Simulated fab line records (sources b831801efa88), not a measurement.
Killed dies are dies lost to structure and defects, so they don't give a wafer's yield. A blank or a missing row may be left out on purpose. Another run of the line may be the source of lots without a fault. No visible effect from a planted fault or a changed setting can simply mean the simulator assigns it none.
Check of tool commonality + flow gf180mcu + Sample size 14 lots and 42 wafers

REASON FOR OPENING
At GF_PSD_TW_MEAS_11 the reading PSD_TW is flagged on 2 of 14 lots. Wafers without a fault read 3171, standard deviation 26.
Rule: a lot gets a flag if all its wafers with a number sit over 4 standard deviations from that mean, or if no wafer of it has a number. All remaining lots are regarded as sound.

| lot  | measured     | on            | PSD_TW, wafer by wafer | flag    |
|------|--------------|---------------|------------------------|---------|
| L906 | day 14 05:12 | film metro-03 | 3177 3199 3165         |         |
| L909 | day 15 05:38 | film metro-02 | 3202 3202 3205         |         |
| L910 | day 15 22:31 | film metro-02 | 3205 3193 3194         |         |
| L911 | day 16 05:37 | film metro-03 | 3188 3200 3191         |         |
| L913 | day 16 17:25 | film metro-04 | 3153 3167 3146         |         |
| L914 | day 17 03:11 | film metro-03 | 3188 3161 3189         |         |
| L915 | day 17 19:03 | film metro-03 | 3159 3162 3173         |         |
| L916 | day 18 04:35 | film metro-04 | 3115 3112 3125         |         |
| L919 | day 19 01:17 | film metro-02 | 4257 4255 4245         | FLAGGED |
| L920 | day 19 01:53 | film metro-03 | 4244 4213 4266         | FLAGGED |
| L923 | day 20 09:07 | film metro-04 | 3125 3130 3142         |         |
| L927 | day 21 14:42 | film metro-03 | 3176 3187 3167         |         |
| L928 | day 21 20:36 | film metro-02 | 3174 3192 3183         |         |
| L929 | day 22 08:06 | film metro-04 | 3163 3167 3158         |         |
The numbers of the flagged lots are 4247 on average: +1076 against the usual, or +41 standard deviations.

WHICH TOOL EACH LOT WENT THROUGH
The record holds 2 process steps before the reading, out of a route of 602 steps. Every cell lists first the tool, next ch and the chambers used by the sampled wafers, and last the start.
| lot  | flag    | GF_HV_LDD_RTA_52                 | GF_NSD_COAT_02                    |
|------|---------|----------------------------------|-----------------------------------|
| L906 |         | rtp anneal-01 ch 0, day 12 10:39 | litho track-02 ch 0, day 12 22:04 |
| L909 |         | rtp anneal-01 ch 0, day 13 08:51 | litho track-02 ch 0, day 13 21:16 |
| L910 |         | rtp anneal-02 ch 0, day 14 00:46 | litho track-01 ch 0, day 14 13:22 |
| L911 |         | rtp anneal-02 ch 0, day 14 07:11 | litho track-02 ch 0, day 14 19:19 |
| L913 |         | rtp anneal-01 ch 0, day 14 17:52 | litho track-03 ch 0, day 15 07:48 |
| L914 |         | rtp anneal-01 ch 0, day 15 04:14 | litho track-01 ch 0, day 15 16:50 |
| L915 |         | rtp anneal-01 ch 0, day 15 17:26 | litho track-02 ch 0, day 16 08:07 |
| L916 |         | rtp anneal-01 ch 0, day 16 01:34 | litho track-01 ch 0, day 16 16:25 |
| L919 | FLAGGED | rtp anneal-02 ch 0, day 16 23:36 | litho track-01, day 17 13:13      |
| L920 | FLAGGED | rtp anneal-01 ch 0, day 16 23:55 | litho track-02, day 17 13:49      |
| L923 |         | rtp anneal-01 ch 0, day 18 06:02 | litho track-01 ch 0, day 18 20:05 |
| L927 |         | rtp anneal-02 ch 0, day 19 11:38 | litho track-03 ch 0, day 20 02:05 |
| L928 |         | rtp anneal-02 ch 0, day 19 16:52 | litho track-03 ch 0, day 20 07:38 |
| L929 |         | rtp anneal-02 ch 0, day 20 04:55 | litho track-02 ch 0, day 20 19:43 |
What these steps do:
- GF_HV_LDD_RTA_52: time 10 s.
- GF_NSD_COAT_02: resist thk 1000 nm.
- GF_PSD_TW_MEAS_11

FLAGGED AGAINST TOTAL, ONE TOOL AT A TIME (gauges that did the reading follow at the end)
| step              | tool           | lots run | flagged | share of the flagged lots | sound lots run after its first flagged lot |
|-------------------|----------------|----------|---------|---------------------------|--------------------------------------------|
| GF_HV_LDD_RTA_52  | rtp anneal-01  | 8        | 1       | some                      | 1 (L923)                                   |
| GF_HV_LDD_RTA_52  | rtp anneal-02  | 6        | 1       | some                      | 3 (L927,L928,L929)                         |
| GF_NSD_COAT_02    | litho track-01 | 5        | 1       | some                      | 1 (L923)                                   |
| GF_NSD_COAT_02    | litho track-02 | 6        | 1       | some                      | 1 (L929)                                   |
| GF_NSD_COAT_02    | litho track-03 | 3        | 0       | none                      | -                                          |
| GF_PSD_TW_MEAS_11 | film metro-02  | 4        | 1       | some                      | 1 (L928)                                   |
| GF_PSD_TW_MEAS_11 | film metro-03  | 6        | 1       | some                      | 1 (L927)                                   |
| GF_PSD_TW_MEAS_11 | film metro-04  | 4        | 0       | none                      | -                                          |

WHAT IS ALLOWED BY THE TABLE
No row of the table ran every flagged lot.

WHAT HAD BEEN PUT IN BY THE SIMULATOR
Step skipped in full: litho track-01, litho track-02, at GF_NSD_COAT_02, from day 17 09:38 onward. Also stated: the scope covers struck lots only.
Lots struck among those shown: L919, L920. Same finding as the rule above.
